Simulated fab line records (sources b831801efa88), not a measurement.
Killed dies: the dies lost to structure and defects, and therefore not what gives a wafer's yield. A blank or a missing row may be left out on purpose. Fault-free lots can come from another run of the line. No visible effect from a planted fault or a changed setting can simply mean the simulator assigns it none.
The tool behind it: which one? -- flow sky130 -- Sampling: 13 lots, 39 wafers, 3 of 708 route steps

## WHAT THE GAUGES READ, wafer by wafer
SKY_FIELD_ISO_CD_MEAS_13: the cd target is 150 nm. Usual: cdNm reads 149.8 nm (standard deviation 1.7).
lot,measured,on,cdNm (nm),flag
L411,day 2 04:26,cdSem-02,148.5 148.6 146.4,
L412,day 2 09:17,cdSem-01,152.2 151.5 151.2,
L413,day 2 18:05,cdSem-02,151.7 149.7 151.1,
L414,day 2 20:37,cdSem-02,151.3 152.8 151.9,
L418,day 3 16:11,cdSem-02,151.2 149.8 149.1,
L419,day 4 00:02,cdSem-02,152.6 152.3 151.8,
L421,day 4 09:38,cdSem-02,148.1 148.4 149.7,
L424,day 5 00:02,cdSem-02,150.4 151.5 148.9,
L430,day 6 07:14,cdSem-01,146.9 146.1 146.7,
L431,day 6 13:23,cdSem-01,149.1 150.3 149.9,
L432,day 6 19:11,cdSem-01,150.1 150.6 150.4,
L433,day 6 22:50,cdSem-02,151.5 152.2 151.9,
L434,day 7 04:53,cdSem-02,150.4 151.7 150.3,

SKY_DNWELL_TW_MEAS_09. Usual: DNWELL_TW typically reads 1108, with standard deviation 8.2.
lot,measured,on,DNWELL_TW,flag
L411,day 3 02:50,filmMetro-02,1101 1098 1099,
L412,day 3 07:34,filmMetro-04,1108 1113 1103,
L413,day 3 19:46,filmMetro-02,1098 1101 1101,
L414,day 3 23:20,filmMetro-02,1093 1098 1091,
L418,day 4 18:17,filmMetro-02,1101 1099 1102,
L419,day 5 00:17,filmMetro-03,1113 1113 1114,
L421,day 5 10:09,filmMetro-02,1097 1102 1100,
L424,day 6 00:55,filmMetro-03,1109 1104 1104,
L430,day 7 12:38,filmMetro-03,1108 1113 1112,
L431,day 7 17:05,filmMetro-03,1106 1100 1101,
L432,day 7 21:58,filmMetro-04,1117 1112 1112,
L433,day 8 00:53,filmMetro-04,1123 1125 1126,
L434,day 8 08:25,filmMetro-02,1096 1093 1095,

## WHICH TOOL RAN EACH LOT (tool, then ch and the chambers of the sampled wafers, then the start)
lot,SKY_NWELL_CLEAN_00
L411,"wetBench-02 ch 2, day 2 10:38"
L412,"wetBench-02 ch 2, day 2 14:32"
L413,"wetBench-04 ch 0, day 2 23:15"
L414,"wetBench-02 ch 1, day 3 03:58"
L418,"wetBench-02 ch 3, day 3 22:41"
L419,"wetBench-02 ch 2, day 4 05:22"
L421,"wetBench-02 ch 0, day 4 14:15"
L424,"wetBench-04 ch 0, day 5 04:37"
L430,"wetBench-04 ch 3, day 6 14:07"
L431,"wetBench-03 ch 2, day 6 19:27"
L432,"wetBench-04 ch 0, day 6 23:35"
L433,"wetBench-03 ch 2, day 7 03:17"
L434,"wetBench-04 ch 2, day 7 09:17"
- SKY_NWELL_CLEAN_00: cleans in SC1/SC2, time 150 s.

## WHAT THE TOOLS THEMSELVES READ (means of the sampled wafers that have a number; where no wafer has one, the mark that the record gives instead)
SKY_NWELL_CLEAN_00. Usual: bathGuardTempC 69.6 C, standard deviation 0.36; bathHeatDutyPct 13.8 %, standard deviation 1.1.
lot,tool,bathGuardTempC (C),bathHeatDutyPct (%),flag
L411,wetBench-02,69.2,14.1,
L412,wetBench-02,69.0,14.3,
L413,wetBench-04,69.6,13.0,
L414,wetBench-02,68.9,14.1,
L418,wetBench-02,70.2,14.0,
L419,wetBench-02,69.2,14.2,
L421,wetBench-02,69.5,14.0,
L424,wetBench-04,69.6,12.3,
L430,wetBench-04,69.8,14.5,
L431,wetBench-03,-,-,OFF
L432,wetBench-04,-,-,OFF
L433,wetBench-03,69.3,13.3,
L434,wetBench-04,69.7,14.6,

## THE ANSWER, worked out from the rows above alone
Rule: a lot counts as off when the mean over its wafers that have a number is more than 3 standard deviations away from the usual mean. Also off: a lot with no number at a reading for which 4 or more lots have one. The other lots that the step has rows for count as sound. The gauges are gone through in route order, then the tools' own readings, and for those a lot's mean is taken as printed above. The first step at which some lot is off is used, and at that step the reading that is off furthest; a lot without a number counts as furthest.
Off at SKY_NWELL_CLEAN_00 (bathGuardTempC): L431, L432. Without a number there: L431, L432.
A tool fits if, at that step or a process step before it, it ran every lot that is off, and no sound lot after the first of them. Of those tried, none fits.

## WHAT WAS PUT IN BY THE SIMULATOR
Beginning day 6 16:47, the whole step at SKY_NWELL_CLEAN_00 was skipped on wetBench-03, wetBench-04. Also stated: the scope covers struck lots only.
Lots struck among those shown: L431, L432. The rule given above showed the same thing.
